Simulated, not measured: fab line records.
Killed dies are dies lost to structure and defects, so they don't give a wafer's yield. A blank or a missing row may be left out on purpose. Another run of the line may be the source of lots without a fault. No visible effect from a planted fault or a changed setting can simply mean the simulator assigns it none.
What tool caused it? -- flow gf180mcu -- 13 lots, 39 wafers sampled, at 4 steps of a route of 602

== WHAT THE GAUGES READ, wafer by wafer ==
GF_STI_THK_MEAS_22. Usual: STI_OXIDATION_01_THK gives 15.0 nm (standard deviation 0.32).
lot,measured,on,STI_OXIDATION_01_THK (nm),flag
L612,day 2 07:50,filmMetro-04,15.6 15.5 15.4,
L613,day 2 14:02,filmMetro-03,14.8 14.3 14.6,
L614,day 2 20:11,filmMetro-02,15.0 14.8 14.9,
L616,day 3 06:16,filmMetro-03,15.1 14.9 15.1,
L617,day 3 11:20,filmMetro-02,14.6 14.4 14.5,
L618,day 3 15:00,filmMetro-02,15.4 15.1 14.9,
L619,day 3 20:29,filmMetro-02,14.7 14.9 14.7,
L620,day 4 00:44,filmMetro-02,15.1 14.9 15.1,
L625,day 5 06:05,filmMetro-04,15.3 15.7 15.5,
L629,day 6 00:42,filmMetro-03,15.3 15.3 15.3,
L628,day 6 00:44,filmMetro-04,15.1 15.1 15.3,
L631,day 6 11:37,filmMetro-02,15.4 15.2 15.2,
L630,day 6 11:38,filmMetro-04,14.9 15.1 14.7,

GF_NWELL_OVL_MEAS_07. Usual: NWELL_OVL gives -0.8 nm (standard deviation 1.3).
lot,measured,on,NWELL_OVL (nm),flag
L612,day 3 11:19,overlay-02,-1.7 -0.8 -2.2,
L613,day 3 20:58,overlay-01,1.3 0.0 -0.5,
L614,day 3 23:48,overlay-01,1.2 -1.3 -1.6,
L616,day 4 11:28,overlay-01,-1.3 0.2 -0.7,
L617,day 4 17:58,overlay-02,0.3 -1.3 -1.7,
L618,day 4 21:25,overlay-02,-2.5 -0.7 -1.0,
L619,day 5 02:42,overlay-01,0.4 -0.4 -1.4,
L620,day 5 06:58,overlay-02,-0.5 -0.7 -1.0,
L625,day 6 13:58,overlay-02,1.0 0.6 -0.2,
L629,day 7 15:37,overlay-02,-1.0 -1.4 0.9,
L628,day 7 15:58,overlay-01,-3.0 -3.6 -1.8,
L631,day 7 21:42,overlay-02,-0.2 0.3 1.0,
L630,day 7 20:58,overlay-01,-0.6 -0.9 1.3,

GF_HV_LDD_CD_MEAS_07 targets a cd of 400 nm. Usual: cdNm at 400.2 nm, with a standard deviation of 1.9.
lot,measured,on,cdNm (nm),flag
L612,day 10 07:26,cdSem-01,402.4 401.6 401.0,
L613,day 10 12:45,cdSem-02,397.6 400.7 398.7,
L614,day 10 19:02,cdSem-02,402.8 400.6 398.8,
L616,day 11 14:47,cdSem-02,400.7 402.4 401.4,
L617,day 11 21:28,cdSem-02,400.1 399.4 401.6,
L618,day 11 23:20,cdSem-02,401.3 398.3 398.5,
L619,day 12 12:40,cdSem-01,401.5 401.6 402.6,
L620,day 12 12:44,cdSem-02,399.7 398.0 399.4,
L625,day 14 10:22,cdSem-01,402.8 401.7 404.3,
L629,day 15 22:17,cdSem-02,409.4 407.8 409.8,OFF
L628,day 15 19:51,cdSem-02,413.1 410.2 409.3,OFF
L631,day 16 06:01,cdSem-02,400.9 402.3 400.7,
L630,day 16 05:54,cdSem-01,408.9 407.7 408.6,OFF

== TOOL THAT RAN EACH LOT (tool first, then ch and the chambers of the sampled wafers, then the start) ==
lot,GF_HV_LDD_COAT_02
L612,"lithoTrack-03 ch 0, day 9 22:16"
L613,"lithoTrack-01 ch 0, day 10 04:11"
L614,"lithoTrack-01 ch 0, day 10 09:49"
L616,"lithoTrack-02 ch 0, day 11 04:49"
L617,"lithoTrack-01 ch 0, day 11 12:02"
L618,"lithoTrack-01 ch 0, day 11 13:32"
L619,"lithoTrack-03 ch 0, day 12 02:38"
L620,"lithoTrack-01 ch 0, day 12 03:01"
L625,"lithoTrack-01 ch 0, day 13 23:46"
L629,"lithoTrack-03 ch 0, day 15 10:26"
L628,"lithoTrack-03 ch 0, day 15 08:55"
L631,"lithoTrack-02 ch 0, day 15 19:05"
L630,"lithoTrack-03 ch 0, day 15 18:38"
- GF_HV_LDD_COAT_02: resist thk 1000 nm.

== AS READ BY THE TOOLS THEMSELVES (means over the sampled wafers that have a number; for cases with no such wafer, the mark the record gives instead) ==
GF_HV_LDD_COAT_02. Usual: spinSpeedRpm at 3000.5 rpm, with a standard deviation of 1.9.
lot,tool,spinSpeedRpm (rpm),flag
L612,lithoTrack-03,2999.1,
L613,lithoTrack-01,3000.2,
L614,lithoTrack-01,3001.8,
L616,lithoTrack-02,2998.4,
L617,lithoTrack-01,3001.8,
L618,lithoTrack-01,2999.9,
L619,lithoTrack-03,3001.6,
L620,lithoTrack-01,2999.1,
L625,lithoTrack-01,3001.0,
L629,lithoTrack-03,3744.2,OFF
L628,lithoTrack-03,3744.0,OFF
L631,lithoTrack-02,2999.6,
L630,lithoTrack-03,3741.1,OFF

== THE ANSWER, worked out from the rows above alone ==
Rule: take the mean of a lot's wafers that have a number; if it is more than 3 standard deviations from the usual mean, the lot is off. Also off: a lot with no number at a reading for which 4 or more lots have one. Where the step has rows for the other lots, those lots are counted as sound. The gauges are gone through in route order, then the tools' own readings, and for those a lot's mean is taken as printed above. The first step at which some lot is off is used, and at that step the reading that is off furthest; a lot without a number counts as furthest.
Off, at GF_HV_LDD_CD_MEAS_07 on cdNm: L629, L628, L630.
A tool fits if, at a process step before that reading, it ran every lot that is off, and no sound lot after the first of them. Not tried: the gauges at GF_HV_LDD_CD_MEAS_07; whatever is off there is also off at GF_HV_LDD_COAT_02, on other tools, and gauge error can't account for it. One fits: lithoTrack-03 at GF_HV_LDD_COAT_02. A fault onset in the window from L619 (day 12 02:38, its last sound lot) to L628 (day 15 08:55, its first lot off) fits.
On the lots that are off, the tool's own readings at GF_HV_LDD_COAT_02 differ by more than 5 times the standard deviation of the sound lots' means, which bears it out; spinSpeedRpm reads 3743.1 rpm there versus 3000.2 rpm on the sound lots.

== WHAT THE SIMULATOR PUT IN ==
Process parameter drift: lithoTrack-03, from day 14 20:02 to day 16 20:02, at GF_HV_LDD_COAT_02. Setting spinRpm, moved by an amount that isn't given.
Lots struck among those shown: L629, L628, L630. The same result came from the rule above.
